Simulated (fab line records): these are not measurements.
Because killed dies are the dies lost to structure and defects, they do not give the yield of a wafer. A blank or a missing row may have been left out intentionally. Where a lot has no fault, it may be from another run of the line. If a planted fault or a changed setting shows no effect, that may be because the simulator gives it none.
fab line records / flow gf180mcu
record: lots: 13 wafers: 39 lastDay: 34
route steps=602 shown M1@316 V2@385
lots untouched by any fault: they come from a run of this same line in which no faults occurred
startH: start of the lot's first displayed wafer, in hours after the record's first day / waitH: time in hours since the lot's previous step / " the same as in the row above / L1.1+2: a row that stands for several wafers / - no value, or no start was given / * or withheld: withheld / < > ~ a bound
route shown NAME@n: a module of which the file shows steps, and the number in the route of the first / usual: mean and standard deviation over wafers with no fault / same: alike in all rows / chamber/n: place in a boat / sites: per-site readings / _std_site: how widely they spread, as a standard deviation / _edge_site: inner sites' mean taken away from outer sites' mean / radiusMm: for every site, how far away it sits from the centre of the wafer / mask NAME#n: copy n / behind: the tool/chamber that last shaped the wafer / hold: reason for holding the lot/hours on hold/outcome of the hold / device: whichever transistor did not switch (one of n, p or np) / end of line: at the end of the route, the tests of the same wafers / where a step has no rows: the recipe by itself / killed: count of dies lost to structure and defects at first sort (not the wafer's yield) / map: per-die view of a wafer (x killed, . not killed, _ where there is no die)
set.NAME: the setting the step ran with; set.NAME@STEP: the setting that earlier step ran with / model.NAME: the simulator's own value behind a step, which no gauge read
a sample of lots followed through the steps of the route, with each step as a table and each wafer as a row
services: when a tool's chamber went out of use (startH, in hours from the record's first day, below 0 if earlier), for how many hours, and the reason
== steps ==
step: GF_M1_SPUTTER_01
recipe: material: TiN targetThkNm: 30 powerW: 6500 timeS: 25 chamberPressurePa: 0.4
usual: throttleValvePct: 29.9/0.82
lot.wafer=L506.3 tool=pvdSputter-04 chamber=- startH=362.70 waitH=0.1 throttleValvePct=29.9
lot.wafer=L506.5 tool=pvdSputter-04 chamber=- startH=362.70 waitH=0.1 throttleValvePct=30.6
lot.wafer=L506.6 tool=pvdSputter-04 chamber=- startH=362.70 waitH=0.1 throttleValvePct=30.2
lot.wafer=L507.1 tool=pvdSputter-04 chamber=- startH=369.60 waitH=0.1 throttleValvePct=30.9
lot.wafer=L507.5 tool=pvdSputter-04 chamber=- startH=369.60 waitH=0.1 throttleValvePct=30.2
lot.wafer=L507.6 tool=pvdSputter-04 chamber=- startH=369.60 waitH=0.1 throttleValvePct=30.7
lot.wafer=L509.2 tool=pvdSputter-04 chamber=- startH=387.39 waitH=0.1 throttleValvePct=29.5
lot.wafer=L509.3 tool=pvdSputter-04 chamber=- startH=387.39 waitH=0.1 throttleValvePct=30.1
lot.wafer=L509.4 tool=pvdSputter-04 chamber=- startH=387.39 waitH=0.1 throttleValvePct=30.2
lot.wafer=L511.2 tool=pvdSputter-03 chamber=- startH=409.49 waitH=0.1 throttleValvePct=29.4
lot.wafer=L511.4 tool=pvdSputter-03 chamber=- startH=409.49 waitH=0.1 throttleValvePct=30.6
lot.wafer=L511.6 tool=pvdSputter-03 chamber=- startH=409.49 waitH=0.1 throttleValvePct=29.4
lot.wafer=L512.2 tool=pvdSputter-04 chamber=- startH=414.74 waitH=0.1 throttleValvePct=29.6
lot.wafer=L512.3 tool=pvdSputter-04 chamber=- startH=414.74 waitH=0.1 throttleValvePct=30.7
lot.wafer=L512.4 tool=pvdSputter-04 chamber=- startH=414.74 waitH=0.1 throttleValvePct=30.5
lot.wafer=L513.2 tool=pvdSputter-02 chamber=- startH=425.61 waitH=0.1 throttleValvePct=28.8
lot.wafer=L513.3 tool=pvdSputter-02 chamber=- startH=425.61 waitH=0.1 throttleValvePct=29.2
lot.wafer=L513.4 tool=pvdSputter-02 chamber=- startH=425.61 waitH=0.1 throttleValvePct=31.3
lot.wafer=L514.3 tool=pvdSputter-02 chamber=- startH=439.39 waitH=0.1 throttleValvePct=31.3
lot.wafer=L514.4 tool=pvdSputter-02 chamber=- startH=439.39 waitH=0.1 throttleValvePct=29.1
lot.wafer=L514.6 tool=pvdSputter-02 chamber=- startH=439.39 waitH=0.1 throttleValvePct=29.1
lot.wafer=L516.3 tool=pvdSputter-02 chamber=- startH=455.27 waitH=0.1 throttleValvePct=31.2
lot.wafer=L516.5 tool=pvdSputter-02 chamber=- startH=455.27 waitH=0.1 throttleValvePct=29.7
lot.wafer=L516.6 tool=pvdSputter-02 chamber=- startH=455.27 waitH=0.1 throttleValvePct=28.8
lot.wafer=L519.1 tool=pvdSputter-02 chamber=- startH=480.52 waitH=0.1 throttleValvePct=29.6
lot.wafer=L519.2 tool=pvdSputter-02 chamber=- startH=480.52 waitH=0.1 throttleValvePct=31.6
lot.wafer=L519.4 tool=pvdSputter-02 chamber=- startH=480.52 waitH=0.1 throttleValvePct=31.5
lot.wafer=L521.2 tool=pvdSputter-04 chamber=- startH=493.43 waitH=0.1 throttleValvePct=29.6
lot.wafer=L521.4 tool=pvdSputter-04 chamber=- startH=493.43 waitH=0.1 throttleValvePct=30.2
lot.wafer=L521.6 tool=pvdSputter-04 chamber=- startH=493.43 waitH=0.1 throttleValvePct=30.9
lot.wafer=L520.2 tool=pvdSputter-02 chamber=- startH=497.59 waitH=0.1 throttleValvePct=29.0
lot.wafer=L520.3 tool=pvdSputter-02 chamber=- startH=497.59 waitH=0.1 throttleValvePct=31.4
lot.wafer=L520.5 tool=pvdSputter-02 chamber=- startH=497.59 waitH=0.1 throttleValvePct=28.8
lot.wafer=L526.2 tool=pvdSputter-03 chamber=- startH=537.56 waitH=0.1 throttleValvePct=29.6
lot.wafer=L526.5 tool=pvdSputter-03 chamber=- startH=537.56 waitH=0.1 throttleValvePct=30.7
lot.wafer=L526.6 tool=pvdSputter-03 chamber=- startH=537.56 waitH=0.1 throttleValvePct=30.1
lot.wafer=L528.1 tool=pvdSputter-02 chamber=- startH=560.38 waitH=0.1 throttleValvePct=29.1
lot.wafer=L528.2 tool=pvdSputter-02 chamber=- startH=560.38 waitH=0.1 throttleValvePct=31.5
lot.wafer=L528.6 tool=pvdSputter-02 chamber=- startH=560.38 waitH=0.1 throttleValvePct=28.8
step: GF_V2_THK_MEAS_03
recipe: reads: SiO2_of_V2_CVD_02
usual: V2_CVD_02_THK: 851/11
lot.wafer=L506.3 tool=filmMetro-03 chamber=- startH=436.81 waitH=0.1 V2_CVD_02_THK[nm]=833
lot.wafer=L506.5 tool=filmMetro-03 chamber=- startH=436.81 waitH=0.1 V2_CVD_02_THK[nm]=852
lot.wafer=L506.6 tool=filmMetro-03 chamber=- startH=436.81 waitH=0.1 V2_CVD_02_THK[nm]=842
lot.wafer=L507.1 tool=filmMetro-01 chamber=- startH=444.68 waitH=0.0 V2_CVD_02_THK[nm]=836
lot.wafer=L507.5 tool=filmMetro-01 chamber=- startH=444.68 waitH=0.0 V2_CVD_02_THK[nm]=853
lot.wafer=L507.6 tool=filmMetro-01 chamber=- startH=444.68 waitH=0.0 V2_CVD_02_THK[nm]=855
lot.wafer=L509.2 tool=filmMetro-01 chamber=- startH=463.48 waitH=0.0 V2_CVD_02_THK[nm]=840
lot.wafer=L509.3 tool=filmMetro-01 chamber=- startH=463.48 waitH=0.0 V2_CVD_02_THK[nm]=833
lot.wafer=L509.4 tool=filmMetro-01 chamber=- startH=463.48 waitH=0.0 V2_CVD_02_THK[nm]=851
lot.wafer=L511.2 tool=filmMetro-01 chamber=- startH=486.58 waitH=0.0 V2_CVD_02_THK[nm]=849
lot.wafer=L511.4 tool=filmMetro-01 chamber=- startH=486.58 waitH=0.0 V2_CVD_02_THK[nm]=862
lot.wafer=L511.6 tool=filmMetro-01 chamber=- startH=486.58 waitH=0.0 V2_CVD_02_THK[nm]=871
lot.wafer=L512.2 tool=filmMetro-02 chamber=- startH=491.49 waitH=0.1 V2_CVD_02_THK[nm]=844
lot.wafer=L512.3 tool=filmMetro-02 chamber=- startH=491.49 waitH=0.1 V2_CVD_02_THK[nm]=846
lot.wafer=L512.4 tool=filmMetro-02 chamber=- startH=491.49 waitH=0.1 V2_CVD_02_THK[nm]=856
lot.wafer=L513.2 tool=filmMetro-03 chamber=- startH=502.02 waitH=0.0 V2_CVD_02_THK[nm]=859
lot.wafer=L513.3 tool=filmMetro-03 chamber=- startH=502.02 waitH=0.0 V2_CVD_02_THK[nm]=858
lot.wafer=L513.4 tool=filmMetro-03 chamber=- startH=502.02 waitH=0.0 V2_CVD_02_THK[nm]=871
lot.wafer=L514.3 tool=filmMetro-01 chamber=- startH=514.95 waitH=0.1 V2_CVD_02_THK[nm]=848
lot.wafer=L514.4 tool=filmMetro-01 chamber=- startH=514.95 waitH=0.1 V2_CVD_02_THK[nm]=862
lot.wafer=L514.6 tool=filmMetro-01 chamber=- startH=514.95 waitH=0.1 V2_CVD_02_THK[nm]=870
lot.wafer=L516.3 tool=filmMetro-01 chamber=- startH=529.26 waitH=0.1 V2_CVD_02_THK[nm]=837
lot.wafer=L516.5 tool=filmMetro-01 chamber=- startH=529.26 waitH=0.1 V2_CVD_02_THK[nm]=871
lot.wafer=L516.6 tool=filmMetro-01 chamber=- startH=529.26 waitH=0.1 V2_CVD_02_THK[nm]=858
lot.wafer=L519.1 tool=filmMetro-01 chamber=- startH=554.61 waitH=0.0 V2_CVD_02_THK[nm]=840
lot.wafer=L519.2 tool=filmMetro-01 chamber=- startH=554.61 waitH=0.0 V2_CVD_02_THK[nm]=837
lot.wafer=L519.4 tool=filmMetro-01 chamber=- startH=554.61 waitH=0.0 V2_CVD_02_THK[nm]=850
lot.wafer=L521.2 tool=filmMetro-01 chamber=- startH=565.06 waitH=0.0 V2_CVD_02_THK[nm]=843
lot.wafer=L521.4 tool=filmMetro-01 chamber=- startH=565.06 waitH=0.0 V2_CVD_02_THK[nm]=863
lot.wafer=L521.6 tool=filmMetro-01 chamber=- startH=565.06 waitH=0.0 V2_CVD_02_THK[nm]=860
lot.wafer=L520.2 tool=filmMetro-02 chamber=- startH=570.98 waitH=0.0 V2_CVD_02_THK[nm]=854
lot.wafer=L520.3 tool=filmMetro-02 chamber=- startH=570.98 waitH=0.0 V2_CVD_02_THK[nm]=846
lot.wafer=L520.5 tool=filmMetro-02 chamber=- startH=570.98 waitH=0.0 V2_CVD_02_THK[nm]=866
lot.wafer=L526.2 tool=filmMetro-02 chamber=- startH=606.94 waitH=0.0 V2_CVD_02_THK[nm]=829
lot.wafer=L526.5 tool=filmMetro-02 chamber=- startH=606.94 waitH=0.0 V2_CVD_02_THK[nm]=845
lot.wafer=L526.6 tool=filmMetro-02 chamber=- startH=606.94 waitH=0.0 V2_CVD_02_THK[nm]=850
lot.wafer=L528.1 tool=filmMetro-03 chamber=- startH=626.29 waitH=0.0 V2_CVD_02_THK[nm]=834
lot.wafer=L528.2 tool=filmMetro-03 chamber=- startH=626.29 waitH=0.0 V2_CVD_02_THK[nm]=833
lot.wafer=L528.6 tool=filmMetro-03 chamber=- startH=626.29 waitH=0.0 V2_CVD_02_THK[nm]=839
step: GF_V2_CMP_04
recipe: material: SiO2 downForcePsi: 4 platenRpm: 60 padVelocityMS: 0.94248
usual: headPressurePsi: 4.000/0.0077 motorCurrentA: 11.9/1.6 timeToEndpointS: 83/5.8
lot.wafer=L506.3 tool=cmp-01 chamber=0 startH=436.90 waitH=0.1 headPressurePsi=3.997 motorCurrentA=10.5 timeToEndpointS=78
lot.wafer=L506.5 tool=cmp-01 chamber=3 startH=436.90 waitH=0.1 headPressurePsi=4.006 motorCurrentA=15.1 timeToEndpointS=88
lot.wafer=L506.6 tool=cmp-01 chamber=0 startH=436.90 waitH=0.1 headPressurePsi=3.997 motorCurrentA=10.4 timeToEndpointS=76
lot.wafer=L507.1 tool=cmp-01 chamber=3 startH=444.89 waitH=0.2 headPressurePsi=3.995 motorCurrentA=14.0 timeToEndpointS=78
lot.wafer=L507.6 tool=cmp-01 chamber=0 startH=444.89 waitH=0.2 headPressurePsi=3.996 motorCurrentA=10.5 timeToEndpointS=83
lot.wafer=L507.5 tool=cmp-01 chamber=1 startH=444.89 waitH=0.2 headPressurePsi=3.996 motorCurrentA=10.5 timeToEndpointS=80
lot.wafer=L509.4 tool=cmp-02 chamber=3 startH=463.53 waitH=0.0 headPressurePsi=3.997 motorCurrentA=9.8 timeToEndpointS=77
lot.wafer=L509.3 tool=cmp-02 chamber=0 startH=463.53 waitH=0.0 headPressurePsi=4.005 motorCurrentA=10.7 timeToEndpointS=75
lot.wafer=L509.2 tool=cmp-02 chamber=2 startH=463.53 waitH=0.0 headPressurePsi=3.996 motorCurrentA=13.6 timeToEndpointS=70
lot.wafer=L511.4 tool=cmp-02 chamber=0 startH=486.63 waitH=0.0 headPressurePsi=4.004 motorCurrentA=11.0 timeToEndpointS=89
lot.wafer=L511.2 tool=cmp-02 chamber=3 startH=486.63 waitH=0.0 headPressurePsi=3.987 motorCurrentA=9.2 timeToEndpointS=77
lot.wafer=L511.6 tool=cmp-02 chamber=0 startH=486.63 waitH=0.0 headPressurePsi=4.006 motorCurrentA=10.7 timeToEndpointS=93
lot.wafer=L512.3 tool=cmp-02 chamber=1 startH=491.54 waitH=0.0 headPressurePsi=4.005 motorCurrentA=11.6 timeToEndpointS=79
lot.wafer=L512.2 tool=cmp-02 chamber=2 startH=491.54 waitH=0.0 headPressurePsi=3.997 motorCurrentA=14.1 timeToEndpointS=77
lot.wafer=L512.4 tool=cmp-02 chamber=0 startH=491.54 waitH=0.0 headPressurePsi=3.998 motorCurrentA=9.9 timeToEndpointS=87
lot.wafer=L513.2 tool=cmp-01 chamber=1 startH=502.12 waitH=0.1 headPressurePsi=4.003 motorCurrentA=10.3 timeToEndpointS=86
lot.wafer=L513.3 tool=cmp-01 chamber=2 startH=502.12 waitH=0.1 headPressurePsi=4.016 motorCurrentA=13.1 timeToEndpointS=83
lot.wafer=L513.4 tool=cmp-01 chamber=3 startH=502.12 waitH=0.1 headPressurePsi=3.993 motorCurrentA=13.1 timeToEndpointS=92
lot.wafer=L514.4 tool=cmp-01 chamber=3 startH=515.04 waitH=0.1 headPressurePsi=3.998 motorCurrentA=14.5 timeToEndpointS=93
lot.wafer=L514.3 tool=cmp-01 chamber=0 startH=515.04 waitH=0.1 headPressurePsi=4.003 motorCurrentA=10.7 timeToEndpointS=85
lot.wafer=L514.6 tool=cmp-01 chamber=2 startH=515.04 waitH=0.1 headPressurePsi=3.999 motorCurrentA=13.5 timeToEndpointS=87
lot.wafer=L516.3 tool=cmp-01 chamber=2 startH=529.35 waitH=0.1 headPressurePsi=3.996 motorCurrentA=13.5 timeToEndpointS=79
lot.wafer=L516.5 tool=cmp-01 chamber=1 startH=529.35 waitH=0.1 headPressurePsi=3.999 motorCurrentA=10.1 timeToEndpointS=90
lot.wafer=L516.6 tool=cmp-01 chamber=2 startH=529.35 waitH=0.1 headPressurePsi=3.994 motorCurrentA=13.3 timeToEndpointS=84
lot.wafer=L519.4 tool=cmp-01 chamber=2 startH=554.67 waitH=0.0 headPressurePsi=4.007 motorCurrentA=14.0 timeToEndpointS=105
lot.wafer=L519.2 tool=cmp-01 chamber=0 startH=554.67 waitH=0.0 headPressurePsi=4.006 motorCurrentA=10.7 timeToEndpointS=98
lot.wafer=L519.1 tool=cmp-01 chamber=1 startH=554.67 waitH=0.0 headPressurePsi=3.993 motorCurrentA=11.1 timeToEndpointS=100
lot.wafer=L521.2 tool=cmp-01 chamber=0 startH=565.16 waitH=0.1 headPressurePsi=3.999 motorCurrentA=11.0 timeToEndpointS=102
lot.wafer=L521.4 tool=cmp-01 chamber=1 startH=565.16 waitH=0.1 headPressurePsi=4.002 motorCurrentA=10.9 timeToEndpointS=111
lot.wafer=L521.6 tool=cmp-01 chamber=0 startH=565.16 waitH=0.1 headPressurePsi=4.012 motorCurrentA=10.8 timeToEndpointS=110
lot.wafer=L520.3 tool=cmp-01 chamber=1 startH=571.08 waitH=0.1 headPressurePsi=3.993 motorCurrentA=10.8 timeToEndpointS=104
lot.wafer=L520.2 tool=cmp-01 chamber=3 startH=571.08 waitH=0.1 headPressurePsi=3.999 motorCurrentA=14.3 timeToEndpointS=106
lot.wafer=L520.5 tool=cmp-01 chamber=0 startH=571.08 waitH=0.1 headPressurePsi=3.991 motorCurrentA=10.7 timeToEndpointS=113
lot.wafer=L526.2 tool=cmp-02 chamber=2 startH=607.08 waitH=0.1 headPressurePsi=4.007 motorCurrentA=12.8 timeToEndpointS=71
lot.wafer=L526.5 tool=cmp-02 chamber=1 startH=607.08 waitH=0.1 headPressurePsi=3.989 motorCurrentA=12.4 timeToEndpointS=81
lot.wafer=L526.6 tool=cmp-02 chamber=2 startH=607.08 waitH=0.1 headPressurePsi=4.003 motorCurrentA=13.2 timeToEndpointS=80
lot.wafer=L528.1 tool=cmp-01 chamber=1 startH=626.40 waitH=0.1 headPressurePsi=4.000 motorCurrentA=10.6 timeToEndpointS=80
lot.wafer=L528.2 tool=cmp-01 chamber=2 startH=626.40 waitH=0.1 headPressurePsi=4.009 motorCurrentA=13.8 timeToEndpointS=77
lot.wafer=L528.6 tool=cmp-01 chamber=1 startH=626.40 waitH=0.1 headPressurePsi=4.010 motorCurrentA=10.6 timeToEndpointS=80
step: GF_V2_ETCH_17
recipe: chemistry: C4F8/O2/Ar maskMaterial: KrF target: SiO2 stopOn: TiN sourceW: 1500 biasW: 1200 pressureMtorr: 40 c4f8FlowSccm: withheld O2_flow_sccm: 6 Ar_flow_sccm: 300 timeS: withheld targetDepthA: 6300
usual: oesProductAu: 0.856/0.0044
lot.wafer=L506.3 tool=rieDiel-04 chamber=2 startH=- waitH=- oesProductAu=0.855
lot.wafer=L506.5 tool=rieDiel-04 chamber=2 startH=- waitH=- oesProductAu=0.849
lot.wafer=L506.6 tool=rieDiel-04 chamber=1 startH=- waitH=- oesProductAu=0.851
lot.wafer=L507.1 tool=rieDiel-03 chamber=3 startH=- waitH=- oesProductAu=0.857
lot.wafer=L507.5 tool=rieDiel-03 chamber=2 startH=- waitH=- oesProductAu=0.853
lot.wafer=L507.6 tool=rieDiel-03 chamber=1 startH=- waitH=- oesProductAu=0.858
lot.wafer=L509.2 tool=rieDiel-04 chamber=0 startH=- waitH=- oesProductAu=0.848
lot.wafer=L509.3 tool=rieDiel-04 chamber=1 startH=- waitH=- oesProductAu=0.859
lot.wafer=L509.4 tool=rieDiel-04 chamber=2 startH=- waitH=- oesProductAu=0.859
lot.wafer=L511.2 tool=rieDiel-04 chamber=1 startH=- waitH=- oesProductAu=0.856
lot.wafer=L511.4 tool=rieDiel-04 chamber=2 startH=- waitH=- oesProductAu=0.857
lot.wafer=L511.6 tool=rieDiel-04 chamber=0 startH=- waitH=- oesProductAu=0.863
lot.wafer=L512.2 tool=rieDiel-03 chamber=0 startH=- waitH=- oesProductAu=0.865
lot.wafer=L512.3 tool=rieDiel-03 chamber=1 startH=- waitH=- oesProductAu=0.860
lot.wafer=L512.4 tool=rieDiel-03 chamber=2 startH=- waitH=- oesProductAu=0.852
lot.wafer=L513.2 tool=rieDiel-03 chamber=2 startH=- waitH=- oesProductAu=0.857
lot.wafer=L513.3 tool=rieDiel-03 chamber=0 startH=- waitH=- oesProductAu=0.852
lot.wafer=L513.4 tool=rieDiel-03 chamber=1 startH=- waitH=- oesProductAu=0.856
lot.wafer=L514.3 tool=rieDiel-04 chamber=3 startH=- waitH=- oesProductAu=0.856
lot.wafer=L514.4 tool=rieDiel-04 chamber=1 startH=- waitH=- oesProductAu=0.852
lot.wafer=L514.6 tool=rieDiel-04 chamber=2 startH=- waitH=- oesProductAu=0.854
lot.wafer=L516.3 tool=rieDiel-04 chamber=3 startH=- waitH=- oesProductAu=0.861
lot.wafer=L516.5 tool=rieDiel-04 chamber=1 startH=- waitH=- oesProductAu=0.863
lot.wafer=L516.6 tool=rieDiel-04 chamber=2 startH=- waitH=- oesProductAu=0.852
lot.wafer=L519.1 tool=rieDiel-04 chamber=0 startH=- waitH=- oesProductAu=0.908
lot.wafer=L519.2 tool=rieDiel-04 chamber=3 startH=- waitH=- oesProductAu=0.907
lot.wafer=L519.4 tool=rieDiel-04 chamber=1 startH=- waitH=- oesProductAu=0.915
lot.wafer=L521.2 tool=rieDiel-01 chamber=2 startH=- waitH=- oesProductAu=0.918
lot.wafer=L521.4 tool=rieDiel-01 chamber=1 startH=- waitH=- oesProductAu=0.917
lot.wafer=L521.6 tool=rieDiel-01 chamber=2 startH=- waitH=- oesProductAu=0.914
lot.wafer=L520.2 tool=rieDiel-03 chamber=0 startH=- waitH=- oesProductAu=0.918
lot.wafer=L520.3 tool=rieDiel-03 chamber=1 startH=- waitH=- oesProductAu=0.919
lot.wafer=L520.5 tool=rieDiel-03 chamber=0 startH=- waitH=- oesProductAu=0.915
lot.wafer=L526.2 tool=rieDiel-04 chamber=1 startH=- waitH=- oesProductAu=0.856
lot.wafer=L526.5 tool=rieDiel-04 chamber=2 startH=- waitH=- oesProductAu=0.856
lot.wafer=L526.6 tool=rieDiel-04 chamber=1 startH=- waitH=- oesProductAu=0.860
lot.wafer=L528.1 tool=rieDiel-04 chamber=2 startH=- waitH=- oesProductAu=0.856
lot.wafer=L528.2 tool=rieDiel-04 chamber=1 startH=- waitH=- oesProductAu=0.860
lot.wafer=L528.6 tool=rieDiel-04 chamber=1 startH=- waitH=- oesProductAu=0.855
step: GF_V2_CVD_23
recipe: material: W targetThkNm: 350 timeS: 104.94 tempC: 400 pressureTorr: 40
usual: heaterPowerW: 850/97
lot.wafer=L506.3 tool=cvdW-01 chamber=1 startH=462.30 waitH=0.1 heaterPowerW=814
lot.wafer=L506.5 tool=cvdW-01 chamber=0 startH=462.30 waitH=0.1 heaterPowerW=849
lot.wafer=L506.6 tool=cvdW-01 chamber=1 startH=462.30 waitH=0.1 heaterPowerW=796
lot.wafer=L507.1 tool=cvdW-02 chamber=1 startH=470.48 waitH=0.0 heaterPowerW=998
lot.wafer=L507.5 tool=cvdW-02 chamber=1 startH=470.48 waitH=0.0 heaterPowerW=973
lot.wafer=L507.6 tool=cvdW-02 chamber=1 startH=470.48 waitH=0.0 heaterPowerW=985
lot.wafer=L509.2 tool=cvdW-01 chamber=1 startH=488.20 waitH=0.0 heaterPowerW=816
lot.wafer=L509.3 tool=cvdW-01 chamber=1 startH=488.20 waitH=0.0 heaterPowerW=803
lot.wafer=L509.4 tool=cvdW-01 chamber=0 startH=488.20 waitH=0.0 heaterPowerW=842
lot.wafer=L511.2 tool=cvdW-01 chamber=1 startH=511.87 waitH=0.0 heaterPowerW=823
lot.wafer=L511.4 tool=cvdW-01 chamber=0 startH=511.87 waitH=0.0 heaterPowerW=860
lot.wafer=L511.6 tool=cvdW-01 chamber=1 startH=511.87 waitH=0.0 heaterPowerW=807
lot.wafer=L512.2 tool=cvdW-01 chamber=1 startH=516.20 waitH=0.0 heaterPowerW=816
lot.wafer=L512.3 tool=cvdW-01 chamber=0 startH=516.20 waitH=0.0 heaterPowerW=858
lot.wafer=L512.4 tool=cvdW-01 chamber=1 startH=516.20 waitH=0.0 heaterPowerW=801
lot.wafer=L513.2 tool=cvdW-01 chamber=0 startH=526.44 waitH=0.0 heaterPowerW=845
lot.wafer=L513.3 tool=cvdW-01 chamber=0 startH=526.44 waitH=0.0 heaterPowerW=859
lot.wafer=L513.4 tool=cvdW-01 chamber=1 startH=526.44 waitH=0.0 heaterPowerW=796
lot.wafer=L514.3 tool=cvdW-01 chamber=1 startH=538.68 waitH=0.1 heaterPowerW=796
lot.wafer=L514.4 tool=cvdW-01 chamber=0 startH=538.68 waitH=0.1 heaterPowerW=849
lot.wafer=L514.6 tool=cvdW-01 chamber=1 startH=538.68 waitH=0.1 heaterPowerW=775
lot.wafer=L516.3 tool=cvdW-01 chamber=1 startH=552.94 waitH=0.1 heaterPowerW=818
lot.wafer=L516.5 tool=cvdW-01 chamber=1 startH=552.94 waitH=0.1 heaterPowerW=804
lot.wafer=L516.6 tool=cvdW-01 chamber=0 startH=552.94 waitH=0.1 heaterPowerW=845
lot.wafer=L519.1 tool=cvdW-01 chamber=0 startH=577.94 waitH=0.0 heaterPowerW=848
lot.wafer=L519.2 tool=cvdW-01 chamber=1 startH=577.94 waitH=0.0 heaterPowerW=811
lot.wafer=L519.4 tool=cvdW-01 chamber=1 startH=577.94 waitH=0.0 heaterPowerW=811
lot.wafer=L521.2 tool=cvdW-01 chamber=1 startH=587.36 waitH=0.0 heaterPowerW=802
lot.wafer=L521.4 tool=cvdW-01 chamber=0 startH=587.36 waitH=0.0 heaterPowerW=872
lot.wafer=L521.6 tool=cvdW-01 chamber=0 startH=587.36 waitH=0.0 heaterPowerW=871
lot.wafer=L520.2 tool=cvdW-02 chamber=0 startH=593.56 waitH=0.0 heaterPowerW=752
lot.wafer=L520.3 tool=cvdW-02 chamber=1 startH=593.56 waitH=0.0 heaterPowerW=1035
lot.wafer=L520.5 tool=cvdW-02 chamber=1 startH=593.56 waitH=0.0 heaterPowerW=1023
lot.wafer=L526.2 tool=cvdW-02 chamber=0 startH=629.20 waitH=0.0 heaterPowerW=732
lot.wafer=L526.5 tool=cvdW-02 chamber=1 startH=629.20 waitH=0.0 heaterPowerW=1011
lot.wafer=L526.6 tool=cvdW-02 chamber=0 startH=629.20 waitH=0.0 heaterPowerW=731
lot.wafer=L528.1 tool=cvdW-02 chamber=1 startH=647.65 waitH=0.0 heaterPowerW=991
lot.wafer=L528.2 tool=cvdW-02 chamber=0 startH=647.65 waitH=0.0 heaterPowerW=719
lot.wafer=L528.6 tool=cvdW-02 chamber=1 startH=647.65 waitH=0.0 heaterPowerW=994
== services ==
tool=rieDiel-04 chamber=2 startH=339.60 hours=9.0 kind=repair
tool=cmp-01 chamber=- startH=365.15 hours=2.2 kind=repair
tool=rieDiel-03 chamber=1 startH=375.84 hours=3.9 kind=repair
tool=cvdW-02 chamber=1 startH=381.68 hours=9.3 kind=repair
tool=cvdW-01 chamber=- startH=390.00 hours=14.0 kind=pm
tool=cmp-02 chamber=- startH=398.10 hours=1.0 kind=repair
tool=cmp-01 chamber=- startH=401.28 hours=3.4 kind=pm
tool=cmp-01 chamber=- startH=404.67 hours=4.0 kind=pm
tool=cvdW-01 chamber=- startH=422.76 hours=0.8 kind=repair
tool=cmp-02 chamber=- startH=425.55 hours=4.1 kind=pm
tool=pvdSputter-02 chamber=- startH=450.80 hours=2.4 kind=repair
tool=cvdW-01 chamber=- startH=457.56 hours=0.3 kind=repair
tool=rieDiel-04 chamber=0 startH=462.20 hours=14.9 kind=repair
tool=rieDiel-04 chamber=1 startH=465.66 hours=10.1 kind=repair
tool=cmp-01 chamber=- startH=485.57 hours=0.7 kind=repair
tool=rieDiel-04 chamber=0 startH=542.15 hours=24.5 kind=repair
tool=rieDiel-04 chamber=- startH=546.18 hours=1.2 kind=repair
tool=pvdSputter-02 chamber=- startH=572.08 hours=3.3 kind=repair
tool=cmp-01 chamber=- startH=575.56 hours=2.0 kind=repair
tool=rieDiel-04 chamber=3 startH=586.46 hours=18.3 kind=repair
tool=pvdSputter-02 chamber=- startH=589.13 hours=4.5 kind=repair
tool=pvdSputter-04 chamber=- startH=599.92 hours=4.5 kind=repair
tool=pvdSputter-02 chamber=- startH=610.90 hours=6.0 kind=repair
tool=rieDiel-04 chamber=- startH=634.80 hours=1.1 kind=repair
== key ==
firstSign: step: GF_V2_CMP_04 reading: timeToEndpointS direction: up sigmas: 3.9 usual: * struck: *
effect: step: GF_V2_ETCH_17 reading: oesProductAu direction: up sigmas: 13 usual: 0.856 struck: 0.914
metAt GF_V2_CMP_04
struckLots L519,L520,L521
notActingAt GF_M1_SPUTTER_01,GF_V2_THK_MEAS_03,GF_V2_CVD_23
onsetBetween 529.35 554.67
fault: kind: processParameterDrift tool: cmp-01 chamber: - onsetH: 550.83 steps: GF_V2_CMP_04 channel: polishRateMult offset: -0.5 shape: step endH: 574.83
